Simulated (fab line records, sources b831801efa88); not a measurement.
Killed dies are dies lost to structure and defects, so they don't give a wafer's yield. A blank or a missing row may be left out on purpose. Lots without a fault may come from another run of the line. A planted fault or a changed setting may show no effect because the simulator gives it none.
fab line records | flow sky130
record lots=6 wafers=18 last_day=49
route steps=708 shown METAL2@493 VIA2@507 METAL3@532 PAD_OPEN@708
lots that met no fault: from a run of the same line without faults
start_h: hours from the record's first day to the start of the lot's first wafer shown | wait_h: hours since the lot's step before | " the same as in the row above | L1.1+2: a row that stands for several wafers | - no value, or no start given | * or withheld: withheld | < > ~ a bound
route shown NAME@n: a module of which the file shows steps, and the number in the route of the first | usual: mean/standard deviation of fault-free wafers | same: alike in all rows | chamber/n: place in a boat | sites: the reading at each site | _std_site: their standard deviation | _edge_site: outer sites' mean less inner sites' | radius_mm: how far each site lies from the wafer's centre | mask NAME#n: copy n | behind: the tool/chamber that last shaped the wafer | hold: why the lot was held/for how many hours/how that ended | device: the transistor (n, p or np) that didn't switch | end of line: the same wafers' tests at the end of the route | a step without rows: its recipe alone | killed: dies lost to structure and defects at the first sort, not the wafer's yield | map: a wafer's dies, x killed, . not, _ none there
set.NAME: the setting as run; set.NAME@STEP: as run at that earlier step | model.NAME: the simulator's own value behind a step, which no gauge read
lots at some steps of the route; a table a step, a row a wafer
services: from which hour (start_h, from the record's first day; less than 0 if before it) a tool's chamber was out of use, for how many hours, and why
## steps
# step SKY_METAL2_COAT_10
# recipe resist=KrF-thick spin_rpm=3000 resist_thk_nm=450
# step SKY_METAL2_SOFTBAKE_11
# recipe temp_c=100 time_s=90 resist=KrF-thick
# step SKY_METAL2_EXPOSE_12
# recipe mask_id=MM2 na=0.8 source_shape=annular sigma_inner=0.55 sigma_outer=0.85 target_cd_nm=140 dose_mj=28
# step SKY_METAL2_PEB_13
# recipe peb_temp_c=withheld peb_time_s=withheld resist=KrF-thick
# step SKY_METAL2_DEVELOP_14
# recipe develop_time_s=60 resist=KrF-thick dev_temp_c=21
# step SKY_METAL2_CD_MEAS_15
# recipe target_cd_nm=140
# usual cd_nm=140.0/1.6
# columns lot.wafer tool chamber start_h wait_h cd_nm
L582.1 cd_sem-02 - 815.78 - 138.6
L582.5 " - " " 140.7
L582.6 " - " " 140.3
L587.2 cd_sem-02 - 863.05 - 141.8
L587.4 " - " " 141.2
L587.6 " - " " 140.2
L591.1 cd_sem-01 - 897.58 - 138.9
L591.2 " - " " 139.5
L591.5 " - " " 138.6
L597.1 cd_sem-01 - 944.48 - 140.7
L597.2 " - " " 139.0
L597.3 " - " " 139.8
L598.3 cd_sem-02 - 952.95 - 140.1
L598.4 " - " " 139.1
L598.6 " - " " 141.2
L601.3 cd_sem-01 - 965.77 - 139.3
L601.4 " - " " 140.8
L601.5 " - " " 136.5
# step SKY_METAL2_OVL_MEAS_16
# usual METAL2_OVL=5/5.2
# columns lot.wafer tool chamber start_h wait_h METAL2_OVL[nm]
L582.1 overlay-01 - 815.90 0.1 8
L582.5 " - " " 7
L582.6 " - " " -7
L587.2 overlay-02 - 863.16 0.1 6
L587.4 " - " " 0
L587.6 " - " " -1
L591.1 overlay-02 - 897.70 0.1 -2
L591.2 " - " " 8
L591.5 " - " " 1
L597.1 overlay-02 - 945.08 0.6 11
L597.2 " - " " 4
L597.3 " - " " 5
L598.3 overlay-02 - 953.04 0.1 12
L598.4 " - " " 9
L598.6 " - " " 8
L601.3 overlay-01 - 965.86 0.1 7
L601.4 " - " " 0
L601.5 " - " " 9
# step SKY_METAL2_DESCUM_17
# recipe chemistry=O2 source_power_w=150 bias_power_w=0 pressure_mtorr=10 temp_c=40 time_s=8
# step SKY_METAL2_ETCH_18
# recipe chemistry=N2/H2 target=BARC ion_energy_ev=200 bias_w=100 pressure_mtorr=30 n2_flow_sccm=100 h2_flow_sccm=200 icp_w=500 stop_on=SiO2 time_s=45.9 target_depth_a=600
# usual bias_w=100.01/0.26 drypump_motor_current_A=5.7/0.43 he_backside_leak_sccm=3.49/0.21 oes_product_au=0.856/0.0048 throttle_valve_pct=13.225/0.0094
# columns lot.wafer tool chamber start_h wait_h bias_w drypump_motor_current_A he_backside_leak_sccm oes_product_au rf_hours_counter_h throttle_valve_pct
L582.1 rie_metal-01 1 815.97 0.0 99.83 5.4 3.43 0.861 6 13.235
L582.5 " 0 " " 100.71 6.2 3.43 0.859 - 13.219
L582.6 " 1 " " 99.35 5.4 3.30 0.854 - 13.235
L587.2 rie_metal-01 1 863.22 0.0 100.13 5.4 3.31 0.847 9 13.216
L587.4 " 1 " " 99.76 5.4 3.39 0.853 - 13.225
L587.6 " 0 " " 99.84 6.3 3.58 0.845 - 13.213
L591.1 rie_metal-04 0 897.77 0.0 99.98 5.8 3.27 0.859 5 13.227
L591.2 " 1 " " 100.12 5.3 3.64 0.857 10 13.202
L591.5 " 1 " " 100.34 5.3 3.71 0.855 - 13.219
L597.1 rie_metal-01 0 945.15 0.0 100.13 6.2 3.44 0.853 11 13.209
L597.2 " 1 " " 99.80 5.4 3.37 0.860 13 13.206
L597.3 " 1 " " 100.03 5.4 3.41 0.855 - 13.229
L598.3 rie_metal-01 0 953.12 0.0 99.58 6.2 3.70 0.855 - 13.217
L598.4 " 1 " " 100.28 5.4 4.50 0.856 - 13.211
L598.6 " 1 " " 99.91 5.4 3.33 0.849 - 13.218
L601.3 rie_metal-01 0 965.94 0.0 99.78 6.2 3.48 0.853 - 13.229
L601.4 " 1 " " 99.91 5.4 3.39 0.850 - 13.227
L601.5 " 0 " " 100.31 6.3 3.63 0.857 - 13.236
# step SKY_METAL2_METAL_ETCH_19
# recipe target_depth_a=3600 stop_on=SiO2 over_etch_frac=0.311 time_s=78 chemistry=Cl2/BCl3 resist_sidewall_deg=88 pressure_mtorr=10 icp_w=900 bias_w=48.5 Cl2_flow_sccm=60 bcl3_flow_sccm=30
# step SKY_METAL2_STRIP_20
# recipe chemistry=O2/N2 power_w=1400 pressure_mtorr=1500 platen_temp_c=withheld o2_flow_sccm=3000 n2_flow_sccm=300 overash_fraction=0.5
# usual drypump_motor_current_A=5.63/0.25 oes_product_au=0.342/0.0043 strip_time_to_endpoint_s=2.67/0.031
# columns lot.wafer tool chamber start_h wait_h drypump_motor_current_A oes_product_au rf_hours_counter_h strip_time_to_endpoint_s
L582.1 plasma_asher-04 0 816.12 0.1 5.67 0.341 38 2.67
L582.5 " 1 " " 5.97 0.352 - 2.71
L582.6 " 0 " " 5.68 0.346 - 2.69
L587.2 plasma_asher-04 0 863.37 0.1 5.64 0.339 43 2.67
L587.4 " 1 " " 5.97 0.344 - 2.65
L587.6 " 0 " " 5.65 0.337 - 2.64
L591.1 plasma_asher-02 1 897.92 0.1 5.23 0.339 13 2.70
L591.2 " 0 " " 5.78 0.342 13 2.70
L591.5 " 0 " " 5.80 0.347 - 2.65
L597.1 plasma_asher-02 1 945.30 0.1 5.22 0.349 18 2.68
L597.2 " 0 " " 5.76 0.343 18 2.67
L597.3 " 1 " " 5.23 0.332 - 2.64
L598.3 plasma_asher-01 1 953.28 0.1 5.47 0.336 - 2.68
L598.4 " 0 " " 5.57 0.342 - 2.65
L598.6 " 1 " " 5.44 0.340 - 2.66
L601.3 plasma_asher-01 0 966.10 0.1 5.58 0.345 - 2.64
L601.4 " 1 " " 5.45 0.345 - 2.68
L601.5 " 0 " " 5.58 0.340 - 2.64
# step SKY_METAL2_STRIP_21
# recipe chemistry=post_etch_residue_remover time_s=1200 temp_c=72.5
# step SKY_METAL2_CLEAN_22
# recipe chemistry=IPA time_s=180 temp_c=25
# columns lot.wafer tool chamber start_h wait_h
L582.1+5+6 wet_bench-02 3 816.59 0.0
L587.2+4+6 wet_bench-02 3 863.81 0.0
L591.1+2+5 wet_bench-02 3 898.36 0.0
L597.1+2+3 wet_bench-04 1 945.75 0.0
L598.3+4+6 wet_bench-01 1 953.69 0.0
L601.3+4+5 wet_bench-04 1 966.51 0.0
# step SKY_METAL2_CLEAN_23
# recipe chemistry=O3/DIW dry=n2_spin
# step SKY_VIA2_HDPCVD_00
# recipe material=SiO2 target_thk_nm=1180 sigma_open_frac=0.3 time_s=196.7 temp_c=400 sih4_flow_sccm=60 pressure_mtorr=6
# step SKY_VIA2_THK_MEAS_01
# recipe reads=SiO2_of_VIA2_HDPCVD_00
# usual VIA2_HDPCVD_THK=1175/17
# columns lot.wafer tool chamber start_h wait_h VIA2_HDPCVD_THK[nm]
L582.1 film_metro-03 - 816.87 0.1 1182
L582.5 " - " " 1163
L582.6 " - " " 1176
L587.2 film_metro-04 - 864.10 0.1 1197
L587.4 " - " " 1177
L587.6 " - " " 1187
L591.1 film_metro-02 - 898.64 0.1 1186
L591.2 " - " " 1174
L591.5 " - " " 1193
L597.1 film_metro-04 - 946.02 0.1 1166
L597.2 " - " " 1188
L597.3 " - " " 1188
L598.3 film_metro-02 - 953.99 0.1 1151
L598.4 " - " " 1176
L598.6 " - " " 1143
L601.3 film_metro-02 - 966.81 0.1 1207
L601.4 " - " " 1207
L601.5 " - " " 1207
# step SKY_VIA2_CMP_02
# recipe material=SiO2 down_force_psi=4 platen_rpm=60 pad_velocity_m_s=0.94248
# step SKY_VIA2_BOW_MEAS_03
# recipe mode=bow
# usual VIA2_BOW=87/7.8
# columns lot.wafer tool chamber start_h wait_h VIA2_BOW[um]
L582.1 film_metro-02 - 817.23 0.1 80
L582.5 " - " " 82
L582.6 " - " " 85
L587.2 film_metro-04 - 864.47 0.2 95
L587.4 " - " " 99
L587.6 " - " " 92
L591.1 film_metro-02 - 899.00 0.2 76
L591.2 " - " " 83
L591.5 " - " " 77
L597.1 film_metro-02 - 946.38 0.1 79
L597.2 " - " " 92
L597.3 " - " " 99
L598.3 film_metro-03 - 954.37 0.2 86
L598.4 " - " " 84
L598.6 " - " " 79
L601.3 film_metro-03 - 967.19 0.3 83
L601.4 " - " " 90
L601.5 " - " " 89
# step SKY_VIA2_DEHYDRATE_04
# recipe temp_c=200 time_s=60
# step SKY_VIA2_HMDS_05
# recipe prime_time_s=60 prime_temp_c=120
# step SKY_VIA2_COAT_06
# recipe resist=BARC temp_c=withheld time_s=withheld spin_rpm=3000 resist_thk_nm=60
# step SKY_VIA2_COAT_07
# recipe resist=KrF-thick spin_rpm=3000 resist_thk_nm=450
# step SKY_VIA2_SOFTBAKE_08
# recipe temp_c=100 time_s=90 resist=KrF-thick
# step SKY_VIA2_EXPOSE_09
# recipe mask_id=VIM2 na=0.8 source_shape=annular sigma_inner=0.55 sigma_outer=0.85 target_cd_nm=200 dose_mj=38
# step SKY_VIA2_PEB_10
# recipe peb_temp_c=withheld peb_time_s=withheld resist=KrF-thick
# step SKY_VIA2_DEVELOP_11
# recipe develop_time_s=61.97 resist=KrF-thick dev_temp_c=21
# step SKY_VIA2_CD_MEAS_12
# recipe target_cd_nm=200
# usual cd_nm=199.8/1.3
# columns lot.wafer tool chamber start_h wait_h cd_nm
L582.1 cd_sem-02 - 843.41 - 201.0
L582.5 " - " " 201.4
L582.6 " - " " 200.6
L587.2 cd_sem-01 - 889.99 - 200.1
L587.4 " - " " 199.7
L587.6 " - " " 199.3
L591.1 cd_sem-01 - 924.17 - 200.4
L591.2 " - " " 201.2
L591.5 " - " " 200.0
L597.1 cd_sem-01 - 969.93 - 199.2
L597.2 " - " " 199.0
L597.3 " - " " 200.0
L598.3 cd_sem-02 - 978.42 - 201.0
L598.4 " - " " 199.1
L598.6 " - " " 198.8
L601.3 cd_sem-02 - 990.36 - 199.4
L601.4 " - " " 198.7
L601.5 " - " " 200.4
# step SKY_VIA2_OVL_MEAS_13
# usual VIA2_OVL=2/6.7
# columns lot.wafer tool chamber start_h wait_h VIA2_OVL[nm]
L582.1 overlay-02 - 843.53 0.1 -9
L582.5 " - " " -8
L582.6 " - " " 7
L587.2 overlay-01 - 890.09 0.1 3
L587.4 " - " " 2
L587.6 " - " " 8
L591.1 overlay-01 - 924.29 0.1 13
L591.2 " - " " -3
L591.5 " - " " 5
L597.1 overlay-01 - 970.05 0.1 -1
L597.2 " - " " 4
L597.3 " - " " -6
L598.3 overlay-01 - 978.51 0.1 9
L598.4 " - " " -4
L598.6 " - " " 12
L601.3 overlay-01 - 990.45 0.1 1
L601.4 " - " " 11
L601.5 " - " " -3
# step SKY_VIA2_ETCH_14
# recipe chemistry=N2/H2 target=BARC ion_energy_ev=200 source_w=500 bias_w=100 pressure_mtorr=30 n2_flow_sccm=100 h2_flow_sccm=200 stop_on=SiO2 time_s=45.9 target_depth_a=600
# step SKY_VIA2_ETCH_15
# recipe target=SiO2 chemistry=C4F8/O2/Ar target_depth_nm=546 stop_on=TiN mask_material=KrF-thick source_w=1500 bias_w=1200 pressure_mtorr=40 c4f8_flow_sccm=withheld O2_flow_sccm=6 Ar_flow_sccm=300 time_s=84
# step SKY_VIA2_STRIP_16
# recipe chemistry=O2/N2 power_w=1400 pressure_mtorr=1500 platen_temp_c=withheld o2_flow_sccm=3000 n2_flow_sccm=300 overash_fraction=0.5
# usual drypump_motor_current_A=5.62/0.26 oes_product_au=0.399/0.0038 strip_time_to_endpoint_s=4.051/0.028
# columns lot.wafer tool chamber start_h wait_h drypump_motor_current_A oes_product_au rf_hours_counter_h strip_time_to_endpoint_s
L582.1 plasma_asher-02 0 843.67 0.0 5.74 0.398 8 4.031
L582.5 " 1 " " 5.24 0.390 - 4.008
L582.6 " 0 " " 5.74 0.400 - 4.042
L587.2 plasma_asher-03 1 890.23 0.0 5.73 0.396 106 4.075
L587.4 " 0 " " 5.27 0.399 - 4.083
L587.6 " 1 " " 5.76 0.404 - 4.092
L591.1 plasma_asher-04 1 924.43 0.0 5.92 0.399 49 4.048
L591.2 " 0 " " 5.63 0.396 49 4.075
L591.5 " 0 " " 5.64 0.404 - 4.054
L597.1 plasma_asher-03 1 970.19 0.0 5.78 0.399 114 4.071
L597.2 " 0 " " 5.30 0.399 114 4.027
L597.3 " 1 " " 5.77 0.396 - 4.034
L598.3 plasma_asher-02 0 978.67 0.1 5.79 0.399 - 4.033
L598.4 " 1 " " 5.26 0.397 - 4.047
L598.6 " 1 " " 5.23 0.400 - 4.034
L601.3 plasma_asher-04 1 990.61 0.1 5.98 0.403 - 4.069
L601.4 " 0 " " 5.66 0.398 - 4.088
L601.5 " 0 " " 5.67 0.401 - 4.103
# step SKY_VIA2_STRIP_17
# recipe chemistry=post_etch_residue_remover time_s=1200 temp_c=72.5
# step SKY_VIA2_CLEAN_18
# recipe chemistry=IPA time_s=180 temp_c=25
# step SKY_VIA2_CLEAN_19
# recipe chemistry=O3/DIW dry=n2_spin
# step SKY_VIA2_SPUTTER_20
# recipe material=TiN target_thk_nm=20 chamber_pressure_pa=5 power_w=4000 time_s=80
# usual throttle_valve_pct=29.9/1.3
# columns lot.wafer tool chamber start_h wait_h throttle_valve_pct
L582.1 pvd_sputter-04 - 844.27 0.0 28.2
L582.5 " - " " 28.3
L582.6 " - " " 27.8
L587.2 pvd_sputter-02 - 890.82 0.0 29.7
L587.4 " - " " 28.1
L587.6 " - " " 29.8
L591.1 pvd_sputter-01 - 925.02 0.0 31.7
L591.2 " - " " 30.0
L591.5 " - " " 30.7
L597.1 pvd_sputter-04 - 970.79 0.0 31.7
L597.2 " - " " 28.0
L597.3 " - " " 28.1
L598.3 pvd_sputter-04 - 979.26 0.0 28.5
L598.4 " - " " 32.0
L598.6 " - " " 31.0
L601.3 pvd_sputter-04 - 991.21 0.0 28.3
L601.4 " - " " 27.9
L601.5 " - " " 28.2
# step SKY_VIA2_CVD_21
# recipe material=W target_thk_nm=420 time_s=126.4 temp_c=400 pressure_torr=40
# step SKY_VIA2_RS_MEAS_22
# recipe thk_meas_gauge=four-point-probe reads=W_of_VIA2_CVD_21+TiN_of_VIA2_SPUTTER_20
# usual VIA2_W_RS=0.272/0.0048
# columns lot.wafer tool chamber start_h wait_h VIA2_W_RS[ohm/sq]
L582.1 film_metro-04 - 844.46 0.1 0.281
L582.5 " - " " 0.265
L582.6 " - " " 0.277
L587.2 film_metro-02 - 891.03 0.1 0.276
L587.4 " - " " 0.272
L587.6 " - " " 0.271
L591.1 film_metro-02 - 925.21 0.1 0.276
L591.2 " - " " 0.267
L591.5 " - " " 0.269
L597.1 film_metro-02 - 970.98 0.1 0.270
L597.2 " - " " 0.269
L597.3 " - " " 0.272
L598.3 film_metro-02 - 979.50 0.1 0.273
L598.4 " - " " 0.274
L598.6 " - " " 0.274
L601.3 film_metro-04 - 991.44 0.1 0.265
L601.4 " - " " 0.274
L601.5 " - " " 0.273
# step SKY_VIA2_THK_MEAS_23
# recipe thk_meas_gauge=xrf reads=W_of_VIA2_CVD_21
# usual VIA2_W_THK=425/12
# columns lot.wafer tool chamber start_h wait_h VIA2_W_THK[nm]
L582.1 film_metro-04 - 844.58 0.1 410
L582.5 " - " " 435
L582.6 " - " " 416
L587.2 film_metro-02 - 891.14 0.1 425
L587.4 " - " " 429
L587.6 " - " " 433
L591.1 film_metro-02 - 925.33 0.1 430
L591.2 " - " " 449
L591.5 " - " " 440
L597.1 film_metro-02 - 971.10 0.1 440
L597.2 " - " " 443
L597.3 " - " " 441
L598.3 film_metro-02 - 979.60 0.1 438
L598.4 " - " " 435
L598.6 " - " " 439
L601.3 film_metro-04 - 991.54 0.1 441
L601.4 " - " " 425
L601.5 " - " " 427
# step SKY_VIA2_CMP_24
# recipe stop_on=SiO2 t_overpolish_s=20 down_force_psi=3.5 platen_rpm=60 target_thk_nm=0 pad_velocity_m_s=0.94248
# step SKY_METAL3_SPUTTER_00
# recipe material=Ti target_thk_nm=15 power_w=3000 time_s=10 chamber_pressure_pa=0.4
# usual throttle_valve_pct=30.2/1.2
# columns lot.wafer tool chamber start_h wait_h throttle_valve_pct
L582.1 pvd_sputter-04 - 844.94 0.1 28.0
L582.5 " - " " 27.8
L582.6 " - " " 28.2
L587.2 pvd_sputter-01 - 891.49 0.2 30.6
L587.4 " - " " 30.2
L587.6 " - " " 30.2
L591.1 pvd_sputter-01 - 925.69 0.2 30.1
L591.2 " - " " 30.3
L591.5 " - " " 29.8
L597.1 pvd_sputter-01 - 971.46 0.2 31.6
L597.2 " - " " 30.3
L597.3 " - " " 30.4
L598.3 pvd_sputter-01 - 979.94 0.2 30.2
L598.4 " - " " 30.0
L598.6 " - " " 30.1
L601.3 pvd_sputter-01 - 991.88 0.1 30.1
L601.4 " - " " 30.1
L601.5 " - " " 30.4
# step SKY_METAL3_SPUTTER_01
# recipe material=TiN target_thk_nm=20 power_w=6500 time_s=16.7 chamber_pressure_pa=0.4
# step SKY_METAL3_SPUTTER_02
# recipe material=AlCu target_thk_nm=735 power_w=10600 time_s=39.1 chamber_pressure_pa=0.4
# step SKY_PAD_OPEN_PROBE_99
# usual defect_limited_yield=82.7/1.8 killed_at_M0_to_M3=42/7.5 killed_at_M4_up=3.2/1.7 killed_at_contacts=24/5.1 killed_at_front_end=15/4.1 killed_at_other=0.3/0.58 killed_dies=85/8.9 killed_open=46/6.4 killed_short=39/6 sort_bin_3_pad_short=0.9/0.4 sort_bin_5_function=10.1/1.6 sort_bin_6_memory=6.3/1 sort_n_pass=407/9 sort_yield_pct=82.7/1.8
# same gross_dies=492 killed_at_back_side=0 sort_bin_4_leakage[%]=0 sort_bin_8_speed[%]=0
# columns lot.wafer tool chamber start_h wait_h defect_limited_yield[%] killed_at_M0_to_M3 killed_at_M4_up killed_at_contacts killed_at_front_end killed_at_other killed_dies killed_open killed_short sort_bin_3_pad_short[%] sort_bin_5_function[%] sort_bin_6_memory[%] sort_n_pass sort_yield_pct[%] model.etest.tester.sort_n_pass model.etest.tester.sort_yield_pct model.etest.tester.sort_bin_5_pct model.etest.tester.sort_bin_3_pct
L582.1 prober-01 - 1071.08 0.1 80.9 36 5 41 12 0 94 59 35 1.0 11.8 6.3 398 80.9 398 80.89 11.79 1.016
L582.5 prober-01 - 1071.28 0.2 84.8 41 6 14 14 0 75 45 30 0.8 8.1 6.3 417 84.8 417 84.76 8.13 0.813
L582.6 prober-01 - 1071.33 0.2 83.7 35 2 24 18 1 80 45 35 0.4 10.2 5.7 412 83.7 412 83.74 10.16 0.4065
L587.2 prober-02 - 1110.29 0.1 72.8 86 4 21 23 0 134 51 43 2.4 17.3 7.5 358 72.8 358 72.76 17.28 2.439
L587.4 prober-02 - 1110.39 0.2 74.8 85 4 15 20 0 124 37 42 3.0 17.3 4.9 368 74.8 368 74.8 17.28 3.049
L587.6 prober-02 - 1110.49 0.2 72.6 80 7 26 22 0 135 42 48 2.8 18.3 6.3 357 72.6 357 72.56 18.29 2.846
L591.1 prober-02 - 1136.04 0.1 73.4 79 3 31 18 0 131 47 37 2.4 17.1 7.1 361 73.4 361 73.37 17.07 2.439
L591.2 prober-02 - 1136.09 0.1 73.0 76 3 39 15 0 133 49 42 2.4 15.7 8.9 359 73.0 359 72.97 15.65 2.439
L591.5 prober-02 - 1136.24 0.2 74.2 80 4 23 20 0 127 49 38 3.7 15.4 6.7 365 74.2 365 74.19 15.45 3.659
L597.1 prober-02 - 1171.85 0.1 80.7 51 2 23 19 0 95 48 47 0.8 12.2 6.3 397 80.7 397 80.69 12.2 0.813
L597.2 prober-02 - 1171.90 0.1 79.5 52 1 32 16 0 101 51 50 1.2 13.4 5.9 391 79.5 391 79.47 13.41 1.22
L597.3 prober-02 - 1171.95 0.2 84.1 43 2 14 19 0 78 35 43 0.8 8.5 6.5 414 84.1 414 84.15 8.537 0.813
L598.3 prober-02 - 1177.09 0.2 85.4 36 2 16 17 1 72 38 33 1.2 7.7 5.7 420 85.4 420 85.37 7.724 1.22
L598.4 prober-02 - 1177.14 0.2 82.9 41 3 26 14 0 84 45 39 1.0 10.0 6.1 408 82.9 408 82.93 9.959 1.016
L598.6 prober-02 - 1177.24 0.2 84.1 32 1 26 19 0 78 39 39 0.4 10.0 5.5 414 84.1 414 84.15 9.959 0.4065
L601.3 prober-02 - 1183.63 0.2 85.6 39 4 20 8 0 71 41 30 0 7.9 6.5 421 85.6 421 85.57 7.927 0
L601.4 prober-02 - 1183.68 0.2 82.7 48 4 27 6 0 85 43 42 2.0 9.8 5.5 407 82.7 407 82.72 9.756 2.033
L601.5 prober-02 - 1183.73 0.2 82.5 44 3 26 13 0 86 42 44 1.0 9.3 7.1 406 82.5 406 82.52 9.35 1.016
# killed by level:class
L582.1 CONTACT:geometric_particle:open=24 VIA1:geometric_particle:open=10 VIA2:geometric_particle:open=7 LI_CONTACT:geometric_particle:open=6 METAL2:geometric_particle:short=6 LOCAL_INTERCONNECT:geometric_particle:short=5 CONTACT:geometric_particle:short=4 FIELD_ISO:geometric_particle:short=3
L582.5 VIA3:geometric_particle:open=16 LI_CONTACT:geometric_particle:open=9 VIA2:geometric_particle:open=6 FIELD_ISO:geometric_particle:open=5 METAL1:geometric_particle:short=5 METAL4:geometric_particle:short=5 POLY_GATE:geometric_particle:short=4 VIA1:geometric_particle:open=4
L582.6 CONTACT:geometric_particle:open=9 VIA3:geometric_particle:open=8 VIA1:geometric_particle:open=7 LI_CONTACT:geometric_particle:open=7 VIA2:geometric_particle:open=5 LOCAL_INTERCONNECT:geometric_particle:short=5 FIELD_ISO:geometric_particle:short=4 METAL2:geometric_particle:short=4
L587.2 METAL2:unspecified=38 VIA1:geometric_particle:open=10 FIELD_ISO:geometric_particle:open=9 VIA3:geometric_particle:open=9 LI_CONTACT:geometric_particle:open=7 FIELD_ISO:geometric_particle:short=6 METAL1:geometric_particle:short=6 CONTACT:geometric_particle:open=6
L587.4 METAL2:unspecified=44 METAL1:geometric_particle:short=7 POLY_GATE:geometric_particle:short=6 VIA1:geometric_particle:open=6 VIA3:geometric_particle:open=6 METAL2:geometric_particle:short=5 VIA2:geometric_particle:open=5 FIELD_ISO:geometric_particle:short=4
L587.6 METAL2:unspecified=42 CONTACT:geometric_particle:open=13 METAL2:geometric_particle:short=7 METAL1:geometric_particle:short=7 VIA3:geometric_particle:open=7 FIELD_ISO:geometric_particle:open=6 FIELD_ISO:geometric_particle:short=6 VIA1:geometric_particle:short=5
L591.1 METAL2:unspecified=47 VIA1:geometric_particle:open=12 LI_CONTACT:geometric_particle:open=8 CONTACT:geometric_particle:open=8 LI_CONTACT:geometric_particle:short=5 CONTACT:geometric_particle:short=5 LOCAL_INTERCONNECT:geometric_particle:short=4 METAL2:geometric_particle:short=4
L591.2 METAL2:unspecified=41 CONTACT:geometric_particle:open=13 VIA1:geometric_particle:open=10 LOCAL_INTERCONNECT:geometric_particle:short=9 LI_CONTACT:geometric_particle:open=6 CONTACT:geometric_particle:short=6 VIA3:geometric_particle:open=6 METAL2:geometric_particle:short=5
L591.5 METAL2:unspecified=40 CONTACT:geometric_particle:open=16 VIA3:geometric_particle:open=8 POLY_GATE:geometric_particle:short=7 VIA2:geometric_particle:open=6 METAL1:geometric_particle:short=5 METAL3:geometric_particle:short=5 POLY_GATE:geometric_particle:open=4
L597.1 VIA1:geometric_particle:open=10 METAL2:geometric_particle:short=9 POLY_GATE:geometric_particle:open=8 CONTACT:geometric_particle:short=7 CONTACT:geometric_particle:open=7 VIA2:geometric_particle:open=7 POLY_GATE:geometric_particle:short=6 METAL1:geometric_particle:short=6
L597.2 VIA1:geometric_particle:open=13 METAL2:geometric_particle:short=10 LI_CONTACT:geometric_particle:open=9 CONTACT:geometric_particle:open=9 CONTACT:geometric_particle:short=8 POLY_GATE:geometric_particle:open=6 METAL1:geometric_particle:short=6 VIA2:geometric_particle:open=6
L597.3 METAL1:geometric_particle:short=9 VIA1:geometric_particle:open=8 VIA2:geometric_particle:open=6 FIELD_ISO:geometric_particle:open=5 POLY_GATE:geometric_particle:short=5 METAL2:geometric_particle:short=5 VIA3:geometric_particle:open=5 CONTACT:geometric_particle:short=4
L598.3 VIA1:geometric_particle:open=9 VIA3:geometric_particle:open=7 POLY_GATE:geometric_particle:open=6 CONTACT:geometric_particle:short=6 FIELD_ISO:geometric_particle:short=4 LI_CONTACT:geometric_particle:open=4 VIA2:geometric_particle:open=4 VIA3:geometric_particle:short=4
L598.4 VIA3:geometric_particle:open=8 CONTACT:geometric_particle:open=8 VIA1:geometric_particle:open=8 VIA2:geometric_particle:open=8 METAL2:geometric_particle:short=7 FIELD_ISO:geometric_particle:short=5 LI_CONTACT:geometric_particle:open=5 CONTACT:geometric_particle:short=5
L598.6 POLY_GATE:geometric_particle:open=12 CONTACT:geometric_particle:short=9 METAL1:geometric_particle:short=8 CONTACT:geometric_particle:open=7 LI_CONTACT:geometric_particle:open=5 METAL2:geometric_particle:short=5 VIA2:geometric_particle:open=5 FIELD_ISO:geometric_particle:short=4
L601.3 CONTACT:geometric_particle:open=7 VIA1:geometric_particle:open=6 VIA2:geometric_particle:open=6 VIA3:geometric_particle:open=6 LI_CONTACT:geometric_particle:open=5 METAL2:geometric_particle:open=5 VIA1:geometric_particle:short=5 METAL2:geometric_particle:short=5
L601.4 VIA3:geometric_particle:open=12 CONTACT:geometric_particle:open=8 VIA1:geometric_particle:open=7 LI_CONTACT:geometric_particle:open=6 VIA1:geometric_particle:short=6 METAL1:geometric_particle:short=6 CONTACT:geometric_particle:short=5 METAL2:geometric_particle:short=5
L601.5 VIA1:geometric_particle:open=14 METAL2:geometric_particle:short=8 CONTACT:geometric_particle:short=7 CONTACT:geometric_particle:open=7 LI_CONTACT:geometric_particle:open=6 VIA1:geometric_particle:short=5 VIA2:geometric_particle:open=5 FIELD_ISO:geometric_particle:short=4
# map L587.6 (x killed, . not)
__________x.x.x.x..._________
________.x..........x._______
______.xx...x.x.x..x...._____
_____..x......x.....x....____
____.xxx........x.x..xx...___
___..x.......xx....xx......__
__.......x.x......xx...x..x._
_...........x.....x......xx.x
_.x.....................x....
_.xx........x......xxx....xx.
_....xx.xxx.x.....x.....x....
_..xxxx....xx....x.....x.....
_x.xxxx.x.....x..............
_xxxxxxxxx.x...x.x.xx........
_xxxxxxx........x.x..........
__xxxxxxxx..........x...xx.._
___xxxxx...x...............__
____xx.x..x............x..___
_____x........x..x..x..x.____
______..x..x.x..x..x...._____
________x....x...xxxx._______
__________...x.x...x_________
# map L591.2 (x killed, . not)
__________.....xx..x_________
________.............x_______
______....x..xx.x......._____
_____..x......x.x..x.xx..____
____...............x..x...___
___.xx............x..x....x__
__.x.....x....x..x.xx......._
_...x........x....x..xx..x...
_...x.........x....x..x..x...
_.xx.....x..x....x...x....x..
_x..x...x.xx.x.......x.....x.
_.xxxxx......xxx.x.....x.....
_x.xxxxx..............x......
_.xxxxxxxx.............x....x
_xxxxxxxx.x............x...x.
__xxxxxxx....x......xx......_
___xxxx.x..x..xx...xxx.....__
____xxx.xx..........xx...x___
_____....................____
______xx.....xxx.xx..x.._____
________x.xx.x......x._______
__________.........._________
## services
# columns tool chamber start_h hours kind
plasma_asher-03 - 803.37 1.1 repair
pvd_sputter-04 0 832.38 - consumable_replace:kit
pvd_sputter-04 0 832.38 18.0 scheduled_down
pvd_sputter-04 0 832.38 18.0 vent_cycle
pvd_sputter-01 0 879.78 - consumable_replace:kit
pvd_sputter-01 0 879.78 18.0 scheduled_down
pvd_sputter-01 0 879.78 18.0 vent_cycle
pvd_sputter-01 - 879.90 1.4 repair
plasma_asher-01 - 906.84 2.8 pm
plasma_asher-01 - 925.67 0.8 repair
plasma_asher-01 - 983.72 1.2 repair
pvd_sputter-01 - 984.22 1.3 repair
## key
first_sign step=SKY_PAD_OPEN_PROBE_99 reading=killed_at_M0_to_M3 direction=up sigmas=5.2 usual=42 struck=81
effect step=SKY_PAD_OPEN_PROBE_99 reading=killed_dies direction=up sigmas=5.1 usual=85 struck=131
model_effect step=SKY_PAD_OPEN_PROBE_99 value=etest.tester.sort_n_pass without=397.5 struck=361.3
met_at SKY_METAL2_CLEAN_22
struck_wafers L587.2,L587.4,L587.6,L591.1,L591.2,L591.5
onset_between 816.59 863.81
fault kind=chamber_particle_source tool=wet_bench-02 chamber=- onset_h=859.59 steps=SKY_METAL2_CLEAN_22 rate_per_visit_cm2=0.68305 end_h=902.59
